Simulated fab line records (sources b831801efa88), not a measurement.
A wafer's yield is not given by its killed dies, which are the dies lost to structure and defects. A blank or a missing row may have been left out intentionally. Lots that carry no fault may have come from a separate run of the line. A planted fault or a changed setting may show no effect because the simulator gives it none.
What tool caused it? :: flow sky130 :: 11 lots, 33 wafers sampled, at 5 steps of a route of 708

== WHAT THE GAUGES SHOWED, per wafer ==
The record lacks any reading of a measuring or inspecting step that a usual standard deviation could be used to judge.

== WHICH TOOL RAN EACH LOT (tool, then ch and the chambers of the sampled wafers, then the start) ==
lot: L650
SKY_FIELD_ISO_ETCH_15: rie diel-01 ch 1,2,3, day 2 04:17
SKY_METAL4_STRIP_19: plasma asher-01 ch 0,1, day 41 14:39
SKY_VIA4_CMP_02: cmp-02 ch 0,2,3, day 41 15:32
SKY_PAD_OPEN_STRIP_08: plasma asher-03 ch 0,1, day 45 12:50
SKY_PAD_OPEN_PROBE_99: -

lot: L651
SKY_FIELD_ISO_ETCH_15: rie diel-03 ch 0,1,2, day 2 11:11
SKY_METAL4_STRIP_19: plasma asher-01 ch 0,1, day 42 08:07
SKY_VIA4_CMP_02: cmp-01 ch 1,2, day 42 09:05
SKY_PAD_OPEN_STRIP_08: plasma asher-01 ch 0,1, day 46 04:22
SKY_PAD_OPEN_PROBE_99: -

lot: L652
SKY_FIELD_ISO_ETCH_15: rie diel-02 ch 0,2, day 2 17:08
SKY_METAL4_STRIP_19: plasma asher-04 ch 0,1, day 42 17:43
SKY_VIA4_CMP_02: cmp-02 ch 0,2,3, day 42 18:41
SKY_PAD_OPEN_STRIP_08: plasma asher-01 ch 0,1, day 46 12:05
SKY_PAD_OPEN_PROBE_99: -

lot: L653
SKY_FIELD_ISO_ETCH_15: rie diel-03 ch 0,1,2, day 2 21:07
SKY_METAL4_STRIP_19: plasma asher-01 ch 0,1, day 42 22:07
SKY_VIA4_CMP_02: cmp-02 ch 1,2,3, day 42 22:57
SKY_PAD_OPEN_STRIP_08: plasma asher-04 ch 0,1, day 46 16:07
SKY_PAD_OPEN_PROBE_99: -

lot: L654
SKY_FIELD_ISO_ETCH_15: rie diel-01 ch 1,2, day 3 02:43
SKY_METAL4_STRIP_19: plasma asher-04 ch 1, day 43 02:28
SKY_VIA4_CMP_02: cmp-01 ch 1,2,3, day 43 03:26
SKY_PAD_OPEN_STRIP_08: plasma asher-01 ch 0,1, day 46 21:16
SKY_PAD_OPEN_PROBE_99: -

lot: L657
SKY_FIELD_ISO_ETCH_15: rie diel-01 ch 1,2, day 3 20:49
SKY_METAL4_STRIP_19: plasma asher-01 ch 0,1, day 44 00:58
SKY_VIA4_CMP_02: cmp-01 ch 1,2,3, day 44 01:47
SKY_PAD_OPEN_STRIP_08: plasma asher-03 ch 0,1, day 47 15:41
SKY_PAD_OPEN_PROBE_99: prober-02, day 47 17:54

lot: L662
SKY_FIELD_ISO_ETCH_15: rie diel-01 ch 1,3, day 4 19:37
SKY_METAL4_STRIP_19: plasma asher-03 ch 0,1, day 45 08:31
SKY_VIA4_CMP_02: cmp-02 ch 0,1,2, day 45 09:29
SKY_PAD_OPEN_STRIP_08: plasma asher-01 ch 0,1, day 48 21:11
SKY_PAD_OPEN_PROBE_99: prober-01, day 48 23:26

lot: L667
SKY_FIELD_ISO_ETCH_15: rie diel-02 ch 0,2,3, day 5 22:31
SKY_METAL4_STRIP_19: plasma asher-01 ch 0,1, day 46 11:33
SKY_VIA4_CMP_02: cmp-01 ch 0,2,3, day 46 12:29
SKY_PAD_OPEN_STRIP_08: plasma asher-01 ch 0,1, day 49 19:10
SKY_PAD_OPEN_PROBE_99: -

lot: L669
SKY_FIELD_ISO_ETCH_15: rie diel-03 ch 0,2,3, day 6 08:22
SKY_METAL4_STRIP_19: plasma asher-01 ch 0,1, day 47 02:21
SKY_VIA4_CMP_02: cmp-01 ch 0,3, day 47 03:43
SKY_PAD_OPEN_STRIP_08: plasma asher-01 ch 0,1, day 50 05:17
SKY_PAD_OPEN_PROBE_99: -

lot: L670
SKY_FIELD_ISO_ETCH_15: rie diel-03 ch 0,1,3, day 6 18:05
SKY_METAL4_STRIP_19: plasma asher-03 ch 0,1, day 47 04:52
SKY_VIA4_CMP_02: cmp-01 ch 0,1,2, day 47 05:55
SKY_PAD_OPEN_STRIP_08: plasma asher-03 ch 0,1, day 50 08:38
SKY_PAD_OPEN_PROBE_99: -

lot: L673
SKY_FIELD_ISO_ETCH_15: rie diel-01 ch 1,2, day 7 05:50
SKY_METAL4_STRIP_19: plasma asher-03 ch 1, day 47 21:36
SKY_VIA4_CMP_02: cmp-02 ch 0,1,3, day 47 22:39
SKY_PAD_OPEN_STRIP_08: plasma asher-03 ch 0,1, day 50 20:14
SKY_PAD_OPEN_PROBE_99: -
- SKY_FIELD_ISO_ETCH_15: etches the open film in CHF3/O2, stops on Si, target depth 180 nm, time 72 s.
- SKY_METAL4_STRIP_19: strips in O2/N2.
- SKY_VIA4_CMP_02: polishes SiO2.
- SKY_PAD_OPEN_STRIP_08: strips in O2/N2.
- SKY_PAD_OPEN_PROBE_99

== WHAT THE TOOLS THEMSELVES READ (means of the sampled wafers that have a number; where no wafer has one, the mark that the record gives instead) ==
SKY_FIELD_ISO_ETCH_15. Usual: drypump motor current A 5.8 A, standard deviation 0.36; oes product au 0.950 a.u., standard deviation 0.0074; throttle valve pct 8.847 %, standard deviation 0.0095.
lot: L650
tool: rie diel-01
drypump motor current A (A): 5.8
oes product au (a.u.): 0.954
throttle valve pct (%): 8.840
flag: 

lot: L651
tool: rie diel-03
drypump motor current A (A): 5.9
oes product au (a.u.): 0.952
throttle valve pct (%): 8.853
flag: 

lot: L652
tool: rie diel-02
drypump motor current A (A): 5.6
oes product au (a.u.): 0.952
throttle valve pct (%): 8.840
flag: 

lot: L653
tool: rie diel-03
drypump motor current A (A): 5.9
oes product au (a.u.): 0.939
throttle valve pct (%): 8.843
flag: 

lot: L654
tool: rie diel-01
drypump motor current A (A): 5.9
oes product au (a.u.): 0.953
throttle valve pct (%): 8.845
flag: 

lot: L657
tool: rie diel-01
drypump motor current A (A): 5.7
oes product au (a.u.): 0.947
throttle valve pct (%): 8.848
flag: 

lot: L662
tool: rie diel-01
drypump motor current A (A): 5.8
oes product au (a.u.): 0.946
throttle valve pct (%): 8.854
flag: 

lot: L667
tool: rie diel-02
drypump motor current A (A): 5.6
oes product au (a.u.): 0.942
throttle valve pct (%): 8.840
flag: 

lot: L669
tool: rie diel-03
drypump motor current A (A): 5.9
oes product au (a.u.): 0.952
throttle valve pct (%): 8.842
flag: 

lot: L670
tool: rie diel-03
drypump motor current A (A): 5.9
oes product au (a.u.): 0.946
throttle valve pct (%): 8.846
flag: 

lot: L673
tool: rie diel-01
drypump motor current A (A): 5.7
oes product au (a.u.): 0.955
throttle valve pct (%): 8.844
flag: 

SKY_METAL4_STRIP_19. Usual: drypump motor current A 5.60 A, standard deviation 0.2; n2 flow sccm 299.9 sccm, standard deviation 0.86; oes product au 0.503 a.u., standard deviation 0.0053; strip time to endpoint s 6.55 s, standard deviation 0.088.
lot: L650
tool: plasma asher-01
drypump motor current A (A): 5.54
n2 flow sccm (sccm): 299.9
oes product au (a.u.): 0.499
strip time to endpoint s (s): 6.48
flag: 

lot: L651
tool: plasma asher-01
drypump motor current A (A): 5.52
n2 flow sccm (sccm): 300.0
oes product au (a.u.): 0.504
strip time to endpoint s (s): 6.54
flag: 

lot: L652
tool: plasma asher-04
drypump motor current A (A): 5.74
n2 flow sccm (sccm): 300.7
oes product au (a.u.): 0.506
strip time to endpoint s (s): 6.64
flag: 

lot: L653
tool: plasma asher-01
drypump motor current A (A): 5.50
n2 flow sccm (sccm): 299.9
oes product au (a.u.): 0.504
strip time to endpoint s (s): 6.63
flag: 

lot: L654
tool: plasma asher-04
drypump motor current A (A): 5.94
n2 flow sccm (sccm): 300.1
oes product au (a.u.): 0.501
strip time to endpoint s (s): 6.43
flag: 

lot: L657
tool: plasma asher-01
drypump motor current A (A): 5.55
n2 flow sccm (sccm): 299.7
oes product au (a.u.): 0.500
strip time to endpoint s (s): 6.55
flag: 

lot: L662
tool: plasma asher-03
drypump motor current A (A): 5.44
n2 flow sccm (sccm): 299.0
oes product au (a.u.): 0.502
strip time to endpoint s (s): 6.54
flag: 

lot: L667
tool: plasma asher-01
drypump motor current A (A): 5.52
n2 flow sccm (sccm): 299.7
oes product au (a.u.): 0.505
strip time to endpoint s (s): 6.56
flag: 

lot: L669
tool: plasma asher-01
drypump motor current A (A): 5.55
n2 flow sccm (sccm): 300.0
oes product au (a.u.): 0.501
strip time to endpoint s (s): 6.53
flag: 

lot: L670
tool: plasma asher-03
drypump motor current A (A): 5.62
n2 flow sccm (sccm): 299.9
oes product au (a.u.): 0.506
strip time to endpoint s (s): 6.59
flag: 

lot: L673
tool: plasma asher-03
drypump motor current A (A): 5.75
n2 flow sccm (sccm): 300.3
oes product au (a.u.): 0.497
strip time to endpoint s (s): 6.48
flag: 

SKY_VIA4_CMP_02. Usual: motor current A 12.4 A, standard deviation 1.2; platen rpm 60.00 rpm, standard deviation 0.046; slurry flow ml min 150.0, standard deviation 0.49.
lot: L650
tool: cmp-02
motor current A (A): 11.8
platen rpm (rpm): 60.02
slurry flow ml min: 150.0
flag: 

lot: L651
tool: cmp-01
motor current A (A): 12.9
platen rpm (rpm): 59.99
slurry flow ml min: 150.1
flag: 

lot: L652
tool: cmp-02
motor current A (A): 11.8
platen rpm (rpm): 60.01
slurry flow ml min: 149.5
flag: 

lot: L653
tool: cmp-02
motor current A (A): 12.4
platen rpm (rpm): 59.99
slurry flow ml min: 150.2
flag: 

lot: L654
tool: cmp-01
motor current A (A): 13.1
platen rpm (rpm): 60.01
slurry flow ml min: 150.2
flag: 

lot: L657
tool: cmp-01
motor current A (A): 12.9
platen rpm (rpm): 59.98
slurry flow ml min: 150.0
flag: 

lot: L662
tool: cmp-02
motor current A (A): 11.8
platen rpm (rpm): 60.00
slurry flow ml min: 150.0
flag: 

lot: L667
tool: cmp-01
motor current A (A): 12.6
platen rpm (rpm): 60.00
slurry flow ml min: 150.3
flag: 

lot: L669
tool: cmp-01
motor current A (A): 13.0
platen rpm (rpm): 60.04
slurry flow ml min: 150.1
flag: 

lot: L670
tool: cmp-01
motor current A (A): 12.9
platen rpm (rpm): 60.04
slurry flow ml min: 150.1
flag: 

lot: L673
tool: cmp-02
motor current A (A): 11.7
platen rpm (rpm): 60.04
slurry flow ml min: 150.1
flag: 

SKY_PAD_OPEN_STRIP_08. Usual: drypump motor current A 5.61 A, standard deviation 0.21; n2 flow sccm 300.0 sccm, standard deviation 0.96; oes product au 0.663 a.u., standard deviation 0.0044; strip time to endpoint s 37.08 s, standard deviation 0.094.
lot: L650
tool: plasma asher-03
drypump motor current A (A): 5.43
n2 flow sccm (sccm): 299.2
oes product au (a.u.): 0.662
strip time to endpoint s (s): 37.05
flag: 

lot: L651
tool: plasma asher-01
drypump motor current A (A): 5.52
n2 flow sccm (sccm): 298.6
oes product au (a.u.): 0.669
strip time to endpoint s (s): 37.27
flag: 

lot: L652
tool: plasma asher-01
drypump motor current A (A): 5.53
n2 flow sccm (sccm): 301.0
oes product au (a.u.): 0.665
strip time to endpoint s (s): 37.04
flag: 

lot: L653
tool: plasma asher-04
drypump motor current A (A): 5.84
n2 flow sccm (sccm): 299.7
oes product au (a.u.): 0.667
strip time to endpoint s (s): 37.16
flag: 

lot: L654
tool: plasma asher-01
drypump motor current A (A): 5.50
n2 flow sccm (sccm): 301.4
oes product au (a.u.): 0.663
strip time to endpoint s (s): 37.11
flag: 

lot: L657
tool: plasma asher-03
drypump motor current A (A): 5.61
n2 flow sccm (sccm): 298.6
oes product au (a.u.): 0.662
strip time to endpoint s (s): 36.97
flag: 

lot: L662
tool: plasma asher-01
drypump motor current A (A): 5.49
n2 flow sccm (sccm): 300.7
oes product au (a.u.): 0.659
strip time to endpoint s (s): 37.10
flag: 

lot: L667
tool: plasma asher-01
drypump motor current A (A): 5.50
n2 flow sccm (sccm): 299.8
oes product au (a.u.): 0.670
strip time to endpoint s (s): 36.94
flag: 

lot: L669
tool: plasma asher-01
drypump motor current A (A): 5.50
n2 flow sccm (sccm): 299.7
oes product au (a.u.): 0.662
strip time to endpoint s (s): 37.05
flag: 

lot: L670
tool: plasma asher-03
drypump motor current A (A): 5.56
n2 flow sccm (sccm): 300.5
oes product au (a.u.): 0.662
strip time to endpoint s (s): 37.05
flag: 

lot: L673
tool: plasma asher-03
drypump motor current A (A): 5.44
n2 flow sccm (sccm): 300.8
oes product au (a.u.): 0.666
strip time to endpoint s (s): 37.06
flag: 

SKY_PAD_OPEN_PROBE_99. Usual: killed_at_M0_to_M3 42, standard deviation 7.5; killed_at_M4_up 3.2, standard deviation 1.7; killed at contacts 24, standard deviation 5.1; killed at front end 15, standard deviation 4.1; killed at other 0.3, standard deviation 0.58; killed dies 85, standard deviation 8.9; killed open 46, standard deviation 6.4; killed short 39, standard deviation 6.
lot: L657
tool: prober-02
killed_at_M0_to_M3: 46
killed_at_M4_up: 2.7
killed at contacts: 27
killed at front end: 46
killed at other: 0.3
killed dies: 123
killed open: 45
killed short: 44
flag: OFF

lot: L662
tool: prober-01
killed_at_M0_to_M3: 41
killed_at_M4_up: 4.0
killed at contacts: 22
killed at front end: 41
killed at other: 1.0
killed dies: 109
killed open: 45
killed short: 36
flag: OFF

== THE ANSWER, worked out from the rows above alone ==
Rule: a lot is off if the mean of its wafers that have a number lies more than 3 standard deviations from the usual mean. A lot without any number at a reading at which 4 lots or more have one is off too. Any other lot the step has rows for is counted as sound. First the gauges in route order, then the tools' own readings, where a lot's mean is used as printed above. The first step at which some lot is off is used, and at that step the reading that is off furthest; a lot without a number counts as furthest.
Off at SKY_PAD_OPEN_PROBE_99 (killed at front end): L657, L662. Neither off nor sound, because the step has no rows for them: L650, L651, L652, L653, L654, L667, L669, L670, L673.
If a tool, at that step or one of the process steps before it, ran each lot that is off and ran no sound lot following the first of them, it fits. One candidate fits, namely rie diel-01 at SKY_FIELD_ISO_ETCH_15. It ran no sound lot before its first lot that is off in this sample, so the start can't be narrowed down.

== WHAT WAS PUT IN BY THE SIMULATOR ==
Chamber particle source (rie diel-01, SKY_FIELD_ISO_ETCH_15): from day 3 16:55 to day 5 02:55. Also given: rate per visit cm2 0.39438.
Struck lots among those shown: L657, L662. The rule given above showed the same thing.
